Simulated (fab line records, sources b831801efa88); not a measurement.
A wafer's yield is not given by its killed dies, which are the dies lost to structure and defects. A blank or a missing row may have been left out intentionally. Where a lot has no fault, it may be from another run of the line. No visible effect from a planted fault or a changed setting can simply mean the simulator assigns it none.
Which tool was responsible? ; flow gf180mcu ; 11 lots, 33 wafers sampled, at 2 steps of a route of 602

WHAT EACH GAUGE READ, for each wafer
GF_V4_THK_MEAS_25: measures by xrf.
lot;measured;on;V4_W_THK (nm)
L858;day 24 12:28;film-metro-02;356 358 356
L859;day 25 02:41;film-metro-02;359 361 364
L860;day 25 16:08;film-metro-03;373 369 368
L862;day 25 21:05;film-metro-03;374 370 363
L863;day 26 10:58;film-metro-04;369 375 376
L866;day 27 09:08;film-metro-04;370 363 367
L869;day 28 07:40;film-metro-03;366 359 361
L874;day 29 12:43;film-metro-03;364 366 365
L875;day 30 04:41;film-metro-03;364 362 365
L878;day 30 14:07;film-metro-04;370 370 371
L881;day 31 17:05;film-metro-03;367 365 366

EACH LOT AND THE TOOL THAT RAN IT (in order: tool; ch and the chambers of the sampled wafers; start)
lot;GF_M4_STRIP_17
L858;plasma-asher-03 ch 0,1, day 23 11:42
L859;plasma-asher-01 ch 0,1, day 24 02:35
L860;plasma-asher-03 ch 0,1, day 24 16:17
L862;plasma-asher-02 ch 1, day 24 20:50
L863;plasma-asher-02 ch 0,1, day 25 10:47
L866;plasma-asher-03 ch 0,1, day 26 09:49
L869;plasma-asher-01 ch 0, day 27 09:02
L874;plasma-asher-03 ch 0,1, day 28 14:32
L875;plasma-asher-02 ch 0,1, day 29 07:28
L878;plasma-asher-01 ch 0,1, day 29 16:16
L881;plasma-asher-03 ch 0,1, day 30 21:12
- GF_M4_STRIP_17: strips in O2/N2.

THE ANSWER, worked out from the rows above alone
Rule: the lots themselves supply what counts as usual. Put in order of their means at a reading, lots are off if they are a third of the lots or fewer, leave a main group of 4 or more, and stand apart from it by a gap of 3 or more times the standard deviation of the main group's means; of several such gaps the widest counts. The tables above print the reading to a certain number of digits; a main group whose means all agree to those digits is not used. A lot without any number at a reading at which 4 lots or more have one is off too. Where the step has rows for the other lots, those lots are counted as sound.
Nothing can be told from this: no lot is off at any reading shown.

WHAT THE SIMULATOR HAD INSERTED
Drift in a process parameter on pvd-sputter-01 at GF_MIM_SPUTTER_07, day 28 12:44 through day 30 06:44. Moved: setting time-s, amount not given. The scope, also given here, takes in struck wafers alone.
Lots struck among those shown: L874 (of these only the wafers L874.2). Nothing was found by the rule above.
